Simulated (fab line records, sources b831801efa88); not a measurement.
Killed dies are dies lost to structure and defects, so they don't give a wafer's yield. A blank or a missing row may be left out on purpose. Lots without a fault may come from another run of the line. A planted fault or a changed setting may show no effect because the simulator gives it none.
Split-lot experiment | flow sfq_line | 5 lots, 23 wafers read, on a route of 325 steps

THE SPLIT
At SFQ_TRILAYER_M1_LITHO_COAT_044 (resist thk 62 nm), the setting spin_rpm was moved away from the recipe's 3000 rpm on 7 of the 23 wafers read, by -7.0% to +5.0%. The other wafers ran this setting at the recipe's value.

The reading is taken at the split's own step.

THE READING
BARC_of_TRILAYER_M1_LITHO_COAT_044.thk_nm (the simulator's own value, which no gauge read), in nm, at SFQ_TRILAYER_M1_LITHO_COAT_044 (resist thk 62 nm). The file gives no usual value for it. The 16 wafers here that ran the recipe average 61.88 nm, standard deviation 0.16 nm.

wafer  | tool, chamber at the split | spin_rpm as run, rpm | against the recipe | BARC_of_TRILAYER_M1_LITHO_COAT_044.thk_nm, nm | against lot-mates on the recipe
L074.2 | litho_track-02, 0          | 2791                 | -7.0%              | 64.16                                         | +2.19
L074.3 | litho_track-02, 0          | 2791                 | -7.0%              | 64.2                                          | +2.23
L074.4 | litho_track-02, 0          | 3000                 | recipe             | 62.14                                         | -
L074.5 | litho_track-02, 0          | 3000                 | recipe             | 61.82                                         | -
L074.6 | litho_track-02, 0          | 3000                 | recipe             | 61.95                                         | -
L076.1 | litho_track-03, 0          | 3000                 | recipe             | 62                                            | -
L076.2 | litho_track-03, 0          | 3150                 | +5.0%              | 60.69                                         | -1.30
L076.3 | litho_track-03, 0          | 3000                 | recipe             | 61.98                                         | -
L076.5 | litho_track-03, 0          | 3150                 | +5.0%              | 60.59                                         | -1.40
L076.6 | litho_track-03, 0          | 3150                 | +5.0%              | 60.56                                         | -1.43
L077.4 | litho_track-04, 0          | 3000                 | recipe             | 61.86                                         | -
L077.5 | litho_track-04, 0          | 3000                 | recipe             | 61.75                                         | -
L077.6 | litho_track-04, 0          | 3000                 | recipe             | 61.67                                         | -
L078.1 | litho_track-04, 0          | 3000                 | recipe             | 61.55                                         | -
L078.2 | litho_track-04, 0          | 3000                 | recipe             | 61.9                                          | -
L078.3 | litho_track-04, 0          | 3000                 | recipe             | 61.63                                         | -
L078.5 | litho_track-04, 0          | 2908                 | -3.1%              | 62.69                                         | +1.00
L078.6 | litho_track-04, 0          | 2908                 | -3.1%              | 62.7                                          | +1.01
L079.1 | litho_track-02, 0          | 3000                 | recipe             | 62.02                                         | -
L079.5 | litho_track-02, 0          | 3000                 | recipe             | 62.02                                         | -
L079.2 | litho_track-02, 0          | 3000                 | recipe             | 62.11                                         | -
L079.3 | litho_track-02, 0          | 3000                 | recipe             | 61.94                                         | -
L079.4 | litho_track-02, 0          | 3000                 | recipe             | 61.82                                         | -

THE FIT
A straight line over all 23 wafers: BARC_of_TRILAYER_M1_LITHO_COAT_044.thk_nm changes by -0.292 nm for each +1% of spin_rpm; r = -0.98; the points scatter about the line by 0.18 nm.
The same after taking each lot's own level away (the mean of its wafers on the recipe; 23 wafers): -0.301 nm for each +1%; r = -0.99; scatter 0.11 nm.
On that fit, the largest move of spin_rpm shifts the reading by 2.1 nm.
The lots' own levels span 61.693 to 61.990 nm, that is 1.8 times the standard deviation above.
So the lot-to-lot level changes the slope little: the two slopes agree.
Check: with one of the wafers moved furthest among these (-7.0%) left out of the fit, the line predicts +2.1 nm for it against its lot-mates. It came out at +2.19 nm against them.

OTHER SPLITS ON THESE WAFERS
These wafers also went through other splits before the reading. Each is held against what the fit with the lots' levels taken away leaves over:
other split on the same wafers                  | wafers away from the commonest value | r with BARC_of_TRILAYER_M1_LITHO_COAT_044.thk_nm (lot level and that fit taken away)
SFQ_TRILAYER_INCOMING_OXIDATION_002 temp_c      | 13                                   | +0.12
SFQ_TRILAYER_L0_LITHO_COAT_010 resist_thk_nm    | 9                                    | +0.07
SFQ_TRILAYER_L0_BARC_OPEN_METAL_ETCH_010 bias_w | 5                                    | +0.01
SFQ_TRILAYER_L0_VIA_LITHO_COAT_018 spin_rpm     | 5                                    | -0.08
SFQ_TRILAYER_M0_LITHO_COAT_026 spin_rpm         | 10                                   | -0.30
SFQ_TRILAYER_M0_LITHO_COAT_021 resist_thk_nm    | 5                                    | -0.39
SFQ_TRILAYER_M0_BARC_OPEN_METAL_ETCH_031 time_s | 7                                    | -0.12
SFQ_TRILAYER_I0_VIA_LITHO_EXPOSE_032 dose_mj    | 7                                    | +0.32
SFQ_TRILAYER_I0_VIA_ETCH_VIA_ETCH_034 source_w  | 8                                    | +0.24

THE FILE'S OWN FIT
BARC_of_TRILAYER_M1_LITHO_COAT_044.thk_nm changes by -0.305 nm for each +1% of spin_rpm, r = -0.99.
